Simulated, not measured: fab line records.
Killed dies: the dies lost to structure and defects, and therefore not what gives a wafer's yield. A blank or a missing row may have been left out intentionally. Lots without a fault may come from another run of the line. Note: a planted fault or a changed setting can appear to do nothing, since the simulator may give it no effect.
Matching of chambers    flow sky130    SKY_VIA3_CMP_02 on cmp-01 has 4 sister chambers
The step polishes SiO2. 16 wafers are shown with their chamber, then 8 later ones without.

== WAFERS WITH THEIR CHAMBER ==
wafer   chamber  motor_current_A (A)  slurry_flow_ml_min  slurry_filter_dp_kPa (kPa)
L074.3  0        9.3                  149.9               13.64
L074.4  1        9.6                  150.7               13.67
L074.5  1        10.2                 150.9               13.44
L075.3  3        13.1                 150.0               13.46
L075.4  2        13.1                 150.0               13.22
L075.6  0        9.2                  150.2               13.36
L081.2  0        9.4                  150.1               13.62
L081.4  2        12.3                 150.7               13.54
L081.6  3        12.3                 150.5               13.48
L083.3  1        10.8                 150.2               13.57
L083.5  1        9.9                  150.1               13.38
L083.6  0        9.4                  149.6               13.46
L090.1  2        12.7                 149.5               13.38
L090.3  3        12.3                 150.1               13.73
L090.5  2        12.5                 149.3               13.19
L094.2  2        12.7                 149.7               13.58

SIGNATURES (averages over the wafers above)
reading               chamber 0  chamber 1  chamber 2  chamber 3  scatter within a chamber
motor_current_A       9.325      10.125     12.660     12.567     0.364
slurry_flow_ml_min    149.950    150.475    149.840    150.200    0.407
slurry_filter_dp_kPa  13.5200    13.5150    13.3820    13.5567    0.152
Rule: a wafer's distance from a chamber is the root of the sum, over the readings, of the square of ((its reading less the chamber's mean) divided by the reading's scatter). If the next closest chamber is less than 2 further off than the closest, the wafer can't be placed; otherwise it belongs to the closest. The scatter is the square root of a quotient: the sum, over the shown wafers, of each reading's squared deviation from its chamber's mean, divided by wafers minus chambers.

== WAFERS WITH NO CHAMBER GIVEN ==
wafer   motor_current_A (A)  slurry_flow_ml_min  slurry_filter_dp_kPa (kPa)
L094.5  12.4                 149.1               13.45
L094.6  10.4                 149.8               13.26
L096.1  9.8                  150.5               13.25
L096.2  12.5                 149.8               13.61
L096.6  10.0                 150.0               13.29
L097.1  9.6                  149.4               13.34
L097.5  12.7                 150.7               13.77
L097.6  9.8                  149.6               13.23

== WHICH CHAMBER EACH ONE RAN IN ==
wafer   from the rows above      in truth
L094.5  can't be placed: 2 or 3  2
L094.6  can't be placed: 1 or 0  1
L096.1  can't be placed: 1 or 0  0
L096.2  can't be placed: 3 or 2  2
L096.6  can't be placed: 1 or 0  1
L097.1  can't be placed: 0 or 1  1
L097.5  can't be placed: 3 or 2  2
L097.6  can't be placed: 0 or 1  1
Placed correctly: 0 of 8. From these rows, 8 cannot be placed; in 8 the true chamber is one of the candidates. Number placed wrongly: 0.
